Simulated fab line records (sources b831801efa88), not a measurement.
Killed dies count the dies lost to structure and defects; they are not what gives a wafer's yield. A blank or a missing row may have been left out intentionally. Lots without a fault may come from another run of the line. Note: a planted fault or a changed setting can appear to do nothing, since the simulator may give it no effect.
Comparing a struck lot with a sound one    flow sky130    43 steps out of a route of 708
Sound: the wafers L458.3, L458.5, L458.6. Struck: wafers L472.2, L472.4 (left out: L472.3, a lot-mate that was not struck); the cause follows at the end.
For every step that has rows: the tool of each side, followed by ch and its chambers, followed by its first start. Under that, the readings that differ: sound wafers    struck wafers    difference of the means    sigmas: that difference in standard deviations of wafers without a fault.
alike: a reading whose means differ by less than 2 such deviations, as well as words and numbers matching on both sides. not compared: withheld readings; readings where some wafer has no value; bounds like >300 that might hide an equal value; numbers whose values overlap and for which the record gives no deviation.
A row with sigmas, a row that says differs or no value, or rows on one side alone: a step with any of these is where the two part. When numbers do not overlap yet have no deviation, they are printed without sigmas and do not part them. Lack of a reading on every wafer of one side parts them only where that side has two or more wafers.

first, 3 steps without rows for these wafers: SKY_SONOS_ONO_WET_ETCH_18 (etches Si3N4 in H3PO4, target depth 15 nm, time 172 s); SKY_GATE_OXIDE_CLEAN_00 (cleans in SC1/SC2, time 150 s); SKY_GATE_OXIDE_OXIDATION_01 (stabilise 600 s, purge 300 s, target thk 10.268 nm).
SKY_GATE_OXIDE_THK_MEAS_02:
  sound: film metro-04 at day 13 11:55; struck: film metro-04 at day 18 19:16
  alike: GATE_OXIDE_OXIDATION_00_THK
then, 7 steps without rows for these wafers: SKY_GATE_OXIDE_DEHYDRATE_03 (time 60 s); SKY_GATE_OXIDE_HMDS_04 (prime time 60 s); SKY_GATE_OXIDE_COAT_05 (resist thk 1140 nm); SKY_GATE_OXIDE_SOFTBAKE_06 (time 60 s); SKY_GATE_OXIDE_EXPOSE_07 (exposes mask LVOM, target cd 600 nm); SKY_GATE_OXIDE_PEB_08; SKY_GATE_OXIDE_DEVELOP_09 (develop time 60 s).
SKY_GATE_OXIDE_OVL_MEAS_10:
  sound: overlay-01 at day 14 13:43; struck: overlay-02 at day 20 01:07
  alike: GATE_OXIDE_OVL
SKY_GATE_OXIDE_IMPLANT_11:
  sound on implanter-02 ch 0, day 14 13:47; struck on implanter-04 ch 0, day 20 01:10
  alike: beam energy keV
then, 1 step without rows for these wafers: SKY_GATE_OXIDE_WET_ETCH_12 (etches SiO2 in dHF, target depth 16.8 nm, time 336 s).
SKY_GATE_OXIDE_STRIP_13: strips in O2/N2.
  sound on plasma asher-03 ch 0,1, day 14 14:02; struck on plasma asher-03 ch 0,1, day 20 01:23
  alike: drypump motor current A, oes product au, strip time to endpoint s
  not compared: rf hours counter h
SKY_GATE_OXIDE_TW_MEAS_14:
  sound: film metro-04 at day 14 14:07; struck: film metro-01 at day 20 01:30
  alike: GATE_OXIDE_TW
then, 3 steps without rows for these wafers: SKY_GATE_OXIDE_CLEAN_15 (cleans in SC1/SC2, time 150 s); SKY_GATE_OXIDE_OXIDATION_16 (stabilise 600 s, purge 300 s, target thk 3.57 nm); SKY_POLY_GATE_CVD_00 (deposits poly-Si, target thk 180 nm, time 720 s).
SKY_POLY_GATE_THK_MEAS_01:
  sound: film metro-02 at day 14 18:08; struck: film metro-03 at day 20 04:20
reading                    sound              struck       difference  sigmas
POLY_GATE_CVD_00_THK (nm)  182.7 181.9 181.6  178.9 178.9  -3.2        -2
then, 8 steps without rows for these wafers: SKY_RES_PROTECT_DEHYDRATE_00 (time 60 s); SKY_RES_PROTECT_HMDS_01 (prime time 60 s); SKY_RES_PROTECT_COAT_02 (resist thk 1140 nm); SKY_RES_PROTECT_SOFTBAKE_03 (time 60 s); SKY_RES_PROTECT_EXPOSE_04 (exposes mask RPM, target cd 1270 nm); SKY_RES_PROTECT_PEB_05; SKY_RES_PROTECT_DEVELOP_06 (develop time 60 s); SKY_POLY_GATE_IMPLANT_02.
SKY_RES_PROTECT_STRIP_07: strips in O2/N2.
  sound on plasma asher-04 ch 0,1, day 15 20:47; struck on plasma asher-02 ch 0,1, day 21 10:06
  alike: drypump motor current A, oes product au, strip time to endpoint s
  not compared: rf hours counter h
SKY_RES_PROTECT_TW_MEAS_08:
  sound: film metro-01 at day 15 20:53; struck: film metro-03 at day 21 10:13
  alike: POLY_GATE_TW
then, 2 steps without rows for these wafers: SKY_RES_PROTECT_CLEAN_09 (cleans in SC1/SC2, time 150 s); SKY_POLY_GATE_CVD_03 (deposits Si3N4 from DCS/NH3, target thk 75 nm, time 1290 s).
SKY_POLY_GATE_THK_MEAS_04:
  sound: film metro-02 at day 16 01:45; struck: film metro-02 at day 21 11:41
  alike: POLY_GATE_CVD_03_THK
then, 8 steps without rows for these wafers: SKY_POLY_GATE_DEHYDRATE_05 (time 60 s); SKY_POLY_GATE_HMDS_06 (prime time 60 s); SKY_POLY_GATE_COAT_07 (resist thk 110 nm); SKY_POLY_GATE_COAT_08 (resist thk 450 nm); SKY_POLY_GATE_SOFTBAKE_09 (time 90 s); SKY_POLY_GATE_EXPOSE_10 (exposes mask P1M, target cd 150 nm); SKY_POLY_GATE_PEB_11; SKY_POLY_GATE_DEVELOP_12 (develop time 60 s).
SKY_POLY_GATE_CD_MEAS_13: the cd target is 150 nm.
  sound: cd sem-02 at day 17 06:18; struck: cd sem-02 at day 22 18:35
  alike: cd nm
-- here the record skips 27 days between the struck wafers' starts before and after, leaving off in module POLY_GATE and picking up in module PAD_OPEN (first step shown: number 708 of the route) --
SKY_PAD_OPEN_PROBE_99:
  sound: prober-02 at day 46 13:07; struck: prober-02 at day 49 21:35
reading                                   sound                 struck         difference  sigmas
model.etest.pfet_01v8_lvt.drive ua um     174.6 169.9 174.3     160.8 162.5    -11.3       
model.etest.pfet_01v8.drive ua um         192.4 188.2 194.5     179.6 184.6    -9.6        
model.etest.pfet_01v8_mvt.drive ua um     156.1 151.6 153.8     142.3 144.8    -10.3       
model.etest.pfet_01v8.drive ua um range   5.812 7.473 11.36     14.16 13.69    +5.71       
model.etest.pfet_01v8_hvt.drive ua um     144.1 140.8 142.7     132.8 137.7    -7.3        
model.etest.nfet_01v8.drive ua um range   6.352 6.04 5.64       17.88 14.23    +10.04      
model.etest.pfet_01v8_lvt.off log10 a um  -8.672 -8.853 -8.729  -10.33 -10.31  -1.57       
model.etest.pfet_01v8_mvt.off log10 a um  -10.11 -10.15 -9.973  -11.52 -11.41  -1.39       
  alike: killed_at_M0_to_M3, killed_at_M4_up, killed at contacts, killed at front end, killed at other, killed dies, killed open, killed short

WHERE THEY PART
At SKY_POLY_GATE_THK_MEAS_01 and nowhere else, as far as this record goes. Later steps at which nothing parts them and some readings are alike: SKY_RES_PROTECT_STRIP_07, SKY_RES_PROTECT_TW_MEAS_08, SKY_POLY_GATE_THK_MEAS_04, SKY_POLY_GATE_CD_MEAS_13, SKY_PAD_OPEN_PROBE_99.

WHY: whatever the simulator had introduced
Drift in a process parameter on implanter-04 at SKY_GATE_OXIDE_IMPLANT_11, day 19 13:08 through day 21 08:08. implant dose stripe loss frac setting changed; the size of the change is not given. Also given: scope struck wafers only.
